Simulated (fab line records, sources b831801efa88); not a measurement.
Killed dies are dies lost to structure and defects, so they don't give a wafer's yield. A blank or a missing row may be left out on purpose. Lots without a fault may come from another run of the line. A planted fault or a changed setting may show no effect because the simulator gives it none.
Which tool did it? | flow sky130 | 6 lots, 18 wafers sampled, at 3 steps of a route of 708

WHAT THE GAUGES READ, wafer by wafer
SKY_LDD_HVP_TW_MEAS_10.
lot  | measured     | on            | LDD_HVP_TW
L443 | day 21 23:50 | film_metro-01 | 460 463 461
L446 | day 23 08:07 | film_metro-03 | 416 417 415
L449 | day 24 07:40 | film_metro-02 | 451 454 456
L458 | day 27 20:43 | film_metro-02 | 459 456 459
L460 | day 28 08:31 | film_metro-02 | 453 457 451
L465 | day 30 06:51 | film_metro-03 | 467 465 464

WHICH TOOL RAN EACH LOT (tool, then ch and the chambers of the sampled wafers, then the start)
lot  | SKY_POLY_GATE_ETCH_15              | SKY_LDD_HVP_IMPLANT_08
L443 | rie_diel-01 ch 1,2,3, day 16 16:19 | implanter-03 ch 0, day 21 23:38
L446 | rie_diel-04 ch 0,2,3, day 17 21:50 | implanter-03 ch 0, day 23 07:54
L449 | rie_diel-01 ch 0,1,2, day 18 23:08 | implanter-04 ch 0, day 24 07:27
L458 | rie_diel-04 ch 0,3, day 22 18:55   | implanter-04 ch 0, day 27 20:28
L460 | rie_diel-04 ch 1,3, day 23 07:40   | implanter-03 ch 0, day 28 08:17
L465 | rie_diel-04 ch 1,2,3, day 25 09:19 | implanter-04 ch 0, day 30 06:36
- SKY_POLY_GATE_ETCH_15: etches BARC in N2/H2, stops on SiO2, time 118.5 s, target depth 110 nm.
- SKY_LDD_HVP_IMPLANT_08

THE ANSWER, worked out from the rows above alone
Rule: what is usual is taken from the lots themselves. Put in order of their means at a reading, lots are off if they are a third of the lots or fewer, leave a main group of 4 or more, and stand apart from it by a gap of 3 or more times the standard deviation of the main group's means; of several such gaps the widest counts. A main group whose means are all the same, to the digits that the tables above print for the reading, isn't used. A lot without any number at a reading at which 4 lots or more have one is off too. The other lots that the step has rows for count as sound.
Off: L446, at SKY_LDD_HVP_TW_MEAS_10 (LDD_HVP_TW). The main group: mean 458, standard deviation 4.5.
A tool fits if, at a process step before that reading, it ran every lot that is off, and no sound lot after the first of them. The gauges at SKY_LDD_HVP_TW_MEAS_10 are tried like those tools. None of those tried fits.

WHAT THE SIMULATOR HAD PUT IN
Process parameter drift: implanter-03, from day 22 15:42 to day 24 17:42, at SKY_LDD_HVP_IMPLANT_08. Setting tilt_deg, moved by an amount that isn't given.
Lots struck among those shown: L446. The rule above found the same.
